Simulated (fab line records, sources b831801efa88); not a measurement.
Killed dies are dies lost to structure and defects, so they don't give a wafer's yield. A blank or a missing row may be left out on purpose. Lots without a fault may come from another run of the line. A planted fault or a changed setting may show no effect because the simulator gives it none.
A struck lot beside a sound one | flow sfq_line | 19 steps out of a route of 325
Sound: wafers L817.2, L817.4, L817.5. Struck: wafer L822.2. (L822.3 of the same lot was not struck and is left out.) The cause comes at the end.
At each step with rows: each side's tool, then ch and its chambers, then its first start. Under that, the readings that differ: sound wafers | struck wafers | difference of the means | sigmas: that difference in standard deviations of wafers without a fault.
alike: readings whose means differ by less than 2 such deviations, and words and numbers that are the same on both sides. not compared: withheld readings, readings that some wafer has no value for, bounds like >300 that may hide the same value, and numbers for which the record gives no deviation and whose values overlap.
The two part at a step that has a row with sigmas, a row that says differs or no value, or rows on one side only. Numbers that don't overlap but have no deviation are shown without sigmas and don't part them. A reading that every wafer of one side lacks parts them only if that side has two wafers or more.

SFQ_M0_OVL_MEAS_906:
  sound on overlay-01, day 10 04:13; struck on overlay-01, day 11 09:46
  reading     | sound  | struck | difference | sigmas
  M0_OVL (nm) | -8 0 0 | 10     | +13        | +3
SFQ_TRILAYER_M0_BARC_OPEN_METAL_ETCH_031: etches BARC in O2, target depth 125 nm, time 41.7 s.
  sound on rie_metal-01 ch 0,1, day 10 04:14; struck on rie_metal-04 ch 0, day 11 09:49
  reading               | sound             | struck | difference | sigmas
  oes_product_au (a.u.) | 0.683 0.676 0.686 | 0.692  | +0.010     | +2
  alike: drypump_motor_current_A
  not compared: rf_hours_counter_h
SFQ_TRILAYER_M0_ETCH_METAL_ETCH_024: etches Nb in Cl2/Ar, stops on SiO2, target depth 240 nm, time 120 s.
  sound on rie_metal-01 ch 0,1, day 10 04:18; struck on rie_metal-04 ch 0, day 11 09:57
  alike: drypump_motor_current_A, oes_product_au
  not compared: rf_hours_counter_h
then, 2 steps without rows for these wafers: SFQ_TRILAYER_M0_STRIP_STRIP_025 (strips in O2); SFQ_TRILAYER_M0_STRIP_SOLV_CLEAN_026 (cleans in NMP, time 600 s).
SFQ_TRILAYER_I0_DEP_PECVD_027: deposits SiO2 from SiH4/N2O, time 111.11 s, target thk 500 nm.
  sound on pecvd-04 ch 0,2, day 10 05:14; struck on pecvd-01 ch 0, day 11 11:32
  reading                | sound          | struck | difference | sigmas
  throttle_valve_pct (%) | 22.1 22.5 22.1 | 25.1   | +2.9       | +3
  alike: heater_power_w
then, 1 step without rows for these wafers: SFQ_TRILAYER_I0_CMP_CMP_028 (polishes SiO2).
SFQ_I0_BOW_MEAS_907:
  sound on film_metro-02, day 10 08:20; struck on film_metro-01, day 11 23:22
  alike: I0_BOW
SFQ_TRILAYER_I0_METRO_MEASURE_029:
  sound on film_metro-02, day 10 08:38; struck on film_metro-01, day 11 23:40
  alike: thk_nm
then, 3 steps without rows for these wafers: SFQ_TRILAYER_I0_VIA_LITHO_COAT_036 (resist thk 62 nm); SFQ_TRILAYER_I0_VIA_LITHO_COAT_031 (resist thk 650 nm); SFQ_TRILAYER_I0_VIA_LITHO_SOFTBAKE_035.
-- the record jumps here: 3 days lie between the struck wafers' starts before and after --
SFQ_TRILAYER_I0_VIA_LITHO_EXPOSE_032: exposes mask I0, target cd 500 nm.
  sound on krf_scanner-01 ch 0, day 13 01:07; struck on krf_scanner-01 ch 0, day 14 19:07
  alike: mask
then, 2 steps without rows for these wafers: SFQ_TRILAYER_I0_VIA_LITHO_PEB_034 (peb time 60 s); SFQ_TRILAYER_I0_VIA_LITHO_DEVELOP_033 (time 60 s).
SFQ_I0_OVL_MEAS_908:
  sound on overlay-01, day 13 02:25; struck on overlay-01, day 14 20:25
  alike: I0_OVL
SFQ_TRILAYER_I0_VIA_BARC_OPEN_VIA_ETCH_046: etches BARC in O2, target depth 125 nm, time 41.7 s.
  sound on rie_diel-01 ch 0,1,2, day 13 02:26; struck on rie_diel-02 ch 0, day 14 20:26
  reading             | sound             | struck | difference | sigmas
  model.I0.cd_nm (nm) | 499.5 497.8 500.3 | 513    | +14        |
  alike: drypump_motor_current_A, oes_product_au
  not compared: rf_hours_counter_h
SFQ_TRILAYER_I0_VIA_ETCH_VIA_ETCH_034: etches SiO2 in CHF3, stops on Nb, target depth 260 nm.
  sound on rie_diel-01 ch 0,1,2, day 13 02:29; struck on rie_diel-02 ch 0, day 14 20:29
  reading             | sound           | struck | difference | sigmas
  model.I0.cd_nm (nm) | 498 500.7 500.2 | 510.4  | +10.8      |
  alike: drypump_motor_current_A, oes_product_au
SFQ_TRILAYER_I0_VIA_STRIP_STRIP_035: strips in O2.
  sound on rie_metal-01 ch 0,1, day 13 02:35; struck on rie_metal-02 ch 0, day 14 20:35
  alike: drypump_motor_current_A, oes_product_au
  not compared: rf_hours_counter_h

WHERE THEY PART
First at SFQ_M0_OVL_MEAS_906; last, within this record, at SFQ_TRILAYER_I0_DEP_PECVD_027. Later steps at which nothing parts them and some readings are alike: SFQ_I0_BOW_MEAS_907, SFQ_TRILAYER_I0_METRO_MEASURE_029, SFQ_TRILAYER_I0_VIA_LITHO_EXPOSE_032, SFQ_I0_OVL_MEAS_908, SFQ_TRILAYER_I0_VIA_BARC_OPEN_VIA_ETCH_046, SFQ_TRILAYER_I0_VIA_ETCH_VIA_ETCH_034, SFQ_TRILAYER_I0_VIA_STRIP_STRIP_035.

WHY: what the simulator had put in
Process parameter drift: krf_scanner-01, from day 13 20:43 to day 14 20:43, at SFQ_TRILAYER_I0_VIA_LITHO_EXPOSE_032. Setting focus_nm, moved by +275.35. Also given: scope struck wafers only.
